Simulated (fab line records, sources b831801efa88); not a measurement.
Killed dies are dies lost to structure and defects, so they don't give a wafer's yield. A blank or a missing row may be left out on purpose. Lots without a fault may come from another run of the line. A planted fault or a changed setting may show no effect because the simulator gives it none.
Split-lot experiment | flow sky130 | 5 lots, 10 wafers read, on a route of 708 steps

THE SPLIT
At SKY_VIA2_COAT_06 (resist thk 60 nm), the setting spin_rpm was moved away from the recipe's 3000 rpm on 5 of the 10 wafers read, by -7.3% to +6.7%. The other wafers ran this setting at the recipe's value.

FROM THE SPLIT TO THE READING: what the file shows between them, 2 steps
- SKY_VIA2_COAT_07: resist thk 450 nm
- SKY_VIA2_SOFTBAKE_08: time 90 s

THE READING
etch.depth_nm (the simulator's own value, which no gauge read), in nm, at SKY_VIA2_ETCH_14 (etches BARC in N2/H2, stops on SiO2, time 45.9 s, target depth 60 nm). The file gives no usual value for it. The 5 wafers here that ran the recipe average 59.90 nm, standard deviation 0.16 nm.

wafer  | tool, chamber at the split | spin_rpm as run, rpm | against the recipe | etch.depth_nm, nm | against lot-mates on the recipe
L077.1 | litho_track-01, 0          | 3109                 | +3.6%              | 59.08             | no lot-mate on the recipe
L077.3 | litho_track-01, 0          | 3109                 | +3.6%              | 59.12             | no lot-mate on the recipe
L079.3 | litho_track-03, 0          | 3000                 | recipe             | 60.09             | -
L079.5 | litho_track-03, 0          | 3201                 | +6.7%              | 58.06             | -2.03
L080.5 | litho_track-01, 0          | 3103                 | +3.4%              | 59.45             | no lot-mate on the recipe
L083.3 | litho_track-01, 0          | 3000                 | recipe             | 60.07             | -
L083.6 | litho_track-01, 0          | 2781                 | -7.3%              | 62.39             | +2.32
L085.1 | litho_track-03, 0          | 3000                 | recipe             | 59.88             | -
L085.2 | litho_track-03, 0          | 3000                 | recipe             | 59.69             | -
L085.4 | litho_track-03, 0          | 3000                 | recipe             | 59.76             | -

THE FIT
A straight line over all 10 wafers: etch.depth_nm changes by -0.289 nm for each +1% of spin_rpm; r = -0.98; the points scatter about the line by 0.24 nm.
The same after taking each lot's own level away (the mean of its wafers on the recipe; 7 wafers): -0.311 nm for each +1%; r = -1.00; scatter 0.067 nm.
On that fit, the largest move of spin_rpm shifts the reading by 2.3 nm.
The lots' own levels span 59.777 to 60.090 nm, that is 2.0 times the standard deviation above.
So the lot-to-lot level changes the slope little: the two slopes agree.
Check: with one of the wafers moved furthest among these (-7.3%) left out of the fit, the line predicts +2.21 nm for it against its lot-mates. It came out at +2.32 nm against them.

OTHER SPLITS ON THESE WAFERS
These wafers also went through other splits before the reading. Each is held against what the fit with the lots' levels taken away leaves over:
other split on the same wafers          | wafers away from the commonest value | r with etch.depth_nm (lot level and that fit taken away)
SKY_VIA1_HDPCVD_00 time_s               | 2                                    | +0.03
SKY_VIA1_COAT_07 spin_rpm               | 2                                    | -
SKY_VIA1_DEVELOP_11 develop_time_s      | 4                                    | +0.12
SKY_VIA1_SPUTTER_20 chamber_pressure_pa | 5                                    | -0.12
SKY_METAL2_SPUTTER_02 power_w           | 1                                    | +0.11
SKY_VIA2_HDPCVD_00 time_s               | 2                                    | +0.11

THE FILE'S OWN FIT
etch.depth_nm changes by -0.31 nm for each +1% of spin_rpm, r = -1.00.
